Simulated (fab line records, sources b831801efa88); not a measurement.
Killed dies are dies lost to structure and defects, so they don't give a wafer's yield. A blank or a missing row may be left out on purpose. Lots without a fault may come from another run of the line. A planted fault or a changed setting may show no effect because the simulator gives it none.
Which tool did it? | flow sky130 | 14 lots, 42 wafers sampled, at 2 steps of a route of 708

WHAT THE GAUGES READ, wafer by wafer
The record holds no reading of a measuring or inspecting step that can be judged against a usual standard deviation.

WHICH TOOL RAN EACH LOT (tool, then ch and the chambers of the sampled wafers, then the start)
lot  | SKY_METAL1_SPUTTER_02        | SKY_PAD_OPEN_PROBE_99
L421 | pvd_sputter-04, day 33 04:05 | prober-02, day 47 08:09
L422 | pvd_sputter-04, day 33 15:18 | prober-02, day 47 16:17
L423 | pvd_sputter-01, day 33 15:19 | prober-01, day 47 15:42
L424 | pvd_sputter-03, day 34 00:23 | prober-01, day 47 22:37
L425 | pvd_sputter-04, day 34 10:35 | prober-02, day 48 05:19
L432 | pvd_sputter-03, day 37 01:47 | prober-02, day 50 04:46
L433 | pvd_sputter-03, day 37 06:31 | prober-01, day 50 09:43
L435 | pvd_sputter-04, day 38 03:52 | prober-01, day 51 01:13
L436 | pvd_sputter-04, day 38 11:27 | prober-02, day 51 05:16
L439 | pvd_sputter-04, day 38 19:18 | prober-02, day 51 08:42
L438 | pvd_sputter-01, day 38 21:51 | prober-01, day 51 13:31
L440 | pvd_sputter-01, day 39 07:26 | prober-02, day 51 18:19
L441 | pvd_sputter-01, day 39 08:11 | prober-01, day 51 19:33
L442 | pvd_sputter-04, day 39 14:57 | prober-01, day 51 23:59
- SKY_METAL1_SPUTTER_02: material AlCu, target thk 250 nm, time 13.3 s.
- SKY_PAD_OPEN_PROBE_99

WHAT THE TOOLS THEMSELVES READ (means of the sampled wafers that have a number; where no wafer has one, the mark that the record gives instead)
SKY_METAL1_SPUTTER_02. Usual: chamber_pressure_pa 0.4000 Pa, standard deviation 0.00075; throttle_valve_pct 29.8 %, standard deviation 1.2.
lot  | tool           | chamber_pressure_pa (Pa) | throttle_valve_pct (%) | flag
L421 | pvd_sputter-04 | 0.3999                   | 29.1                   |
L422 | pvd_sputter-04 | 0.4005                   | 30.2                   |
L423 | pvd_sputter-01 | 0.4002                   | 31.1                   |
L424 | pvd_sputter-03 | 0.4002                   | 28.5                   |
L425 | pvd_sputter-04 | 0.4005                   | 30.0                   |
L432 | pvd_sputter-03 | 0.3571                   | 31.0                   | OFF
L433 | pvd_sputter-03 | 0.3579                   | 31.2                   | OFF
L435 | pvd_sputter-04 | 0.4006                   | 30.1                   |
L436 | pvd_sputter-04 | 0.4005                   | 30.4                   |
L439 | pvd_sputter-04 | 0.4004                   | 29.1                   |
L438 | pvd_sputter-01 | 0.4005                   | 31.4                   |
L440 | pvd_sputter-01 | 0.3997                   | 31.4                   |
L441 | pvd_sputter-01 | 0.4003                   | 31.1                   |
L442 | pvd_sputter-04 | 0.3998                   | 29.1                   |

SKY_PAD_OPEN_PROBE_99. Usual: defect_limited_yield 82.6 %, standard deviation 1.7; killed_at_M0_to_M3 43, standard deviation 7; killed_at_M4_up 3.1, standard deviation 1.5; killed_at_contacts 23, standard deviation 4.9; killed_at_front_end 16, standard deviation 3.9; killed_at_other 0.3, standard deviation 0.52; killed_dies 86, standard deviation 8.2; killed_on_rim 16, standard deviation 3.7; killed_open 47, standard deviation 6.1; killed_short 38, standard deviation 5.8; sort_bin_3_pad_short 0.8 %, standard deviation 0.41; sort_bin_5_function 10.2 %, standard deviation 1.3; sort_bin_6_memory 6.4 %, standard deviation 1.1; sort_n_pass 406, standard deviation 8.2; sort_yield_pct 82.6 %, standard deviation 1.7.
lot  | tool      | defect_limited_yield (%) | killed_at_M0_to_M3 | killed_at_M4_up | killed_at_contacts | killed_at_front_end | killed_at_other | killed_dies | killed_on_rim | killed_open | killed_short | sort_bin_3_pad_short (%) | sort_bin_5_function (%) | sort_bin_6_memory (%) | sort_n_pass | sort_yield_pct (%) | flag
L421 | prober-02 | 83.5                     | 38                 | 2.7             | 25                 | 16                  | 0.0             | 81          | 19            | 44          | 37           | 0.8                      | 8.8                     | 6.9                   | 411         | 83.5               |
L422 | prober-02 | 82.4                     | 44                 | 3.7             | 23                 | 16                  | 0.0             | 86          | 12            | 49          | 37           | 0.7                      | 10.2                    | 6.6                   | 406         | 82.4               |
L423 | prober-01 | 83.5                     | 34                 | 2.7             | 26                 | 19                  | 0.3             | 81          | 18            | 44          | 36           | 0.8                      | 9.7                     | 6.0                   | 411         | 83.5               |
L424 | prober-01 | 82.1                     | 46                 | 4.0             | 21                 | 17                  | 0.0             | 88          | 16            | 50          | 37           | 0.9                      | 10.6                    | 6.4                   | 404         | 82.1               |
L425 | prober-02 | 82.7                     | 46                 | 3.0             | 23                 | 13                  | 0.3             | 85          | 17            | 47          | 37           | 0.7                      | 10.4                    | 6.2                   | 407         | 82.7               |
L432 | prober-02 | 82.2                     | 51                 | 3.7             | 17                 | 15                  | 0.7             | 88          | 18            | 49          | 39           | 0.6                      | 10.2                    | 7.0                   | 404         | 82.2               |
L433 | prober-01 | 82.4                     | 46                 | 3.0             | 23                 | 14                  | 0.3             | 86          | 18            | 45          | 41           | 0.9                      | 10.3                    | 6.4                   | 406         | 82.4               |
L435 | prober-01 | 82.6                     | 41                 | 2.7             | 23                 | 18                  | 0.7             | 85          | 17            | 45          | 39           | 1.1                      | 10.1                    | 6.2                   | 407         | 82.6               |
L436 | prober-02 | 81.7                     | 45                 | 3.7             | 25                 | 16                  | 0.7             | 90          | 14            | 54          | 35           | 0.9                      | 10.1                    | 7.4                   | 402         | 81.7               |
L439 | prober-02 | 81.7                     | 45                 | 3.3             | 24                 | 18                  | 0.0             | 90          | 15            | 50          | 40           | 1.0                      | 10.3                    | 7.0                   | 402         | 81.7               |
L438 | prober-01 | 81.8                     | 44                 | 3.7             | 26                 | 16                  | 0.0             | 90          | 15            | 51          | 38           | 0.5                      | 11.1                    | 6.6                   | 402         | 81.8               |
L440 | prober-02 | 83.4                     | 42                 | 2.7             | 22                 | 14                  | 0.0             | 81          | 13            | 45          | 36           | 0.9                      | 9.0                     | 6.6                   | 411         | 83.4               |
L441 | prober-01 | 81.0                     | 51                 | 3.7             | 26                 | 12                  | 0.7             | 94          | 18            | 53          | 40           | 1.1                      | 10.8                    | 7.1                   | 398         | 81.0               |
L442 | prober-01 | 82.4                     | 45                 | 2.7             | 25                 | 14                  | 0.3             | 86          | 16            | 41          | 44           | 0.7                      | 11.1                    | 5.8                   | 406         | 82.4               |

THE ANSWER, worked out from the rows above alone
Rule: a lot is off if the mean of its wafers that have a number lies more than 3 standard deviations from the usual mean. A lot without any number at a reading at which 4 lots or more have one is off too. The other lots that the step has rows for count as sound. The gauges are gone through in route order, then the tools' own readings, and for those a lot's mean is taken as printed above. The first step at which some lot is off is used, and at that step the reading that is off furthest; a lot without a number counts as furthest.
Off: L432, L433, at SKY_METAL1_SPUTTER_02 (chamber_pressure_pa).
A tool fits if, at that step or a process step before it, it ran every lot that is off, and no sound lot after the first of them. One fits: pvd_sputter-03 at SKY_METAL1_SPUTTER_02. Its last sound lot is L424 (day 34 00:23), its first lot that is off L432 (day 37 01:47): a fault that began between those two fits.
The tool's own readings at SKY_METAL1_SPUTTER_02 bear it out: on the lots that are off they differ by more than 5 times the standard deviation of the sound lots' means. chamber_pressure_pa reads 0.3575 Pa there against 0.4003 Pa on the sound lots.

WHAT THE SIMULATOR HAD PUT IN
Process parameter drift: pvd_sputter-03, from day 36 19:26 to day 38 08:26, at SKY_METAL1_SPUTTER_02. Setting chamber_pressure_pa, moved by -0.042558, from 0.4. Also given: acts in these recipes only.
Lots struck among those shown: L432, L433. The rule above found the same.
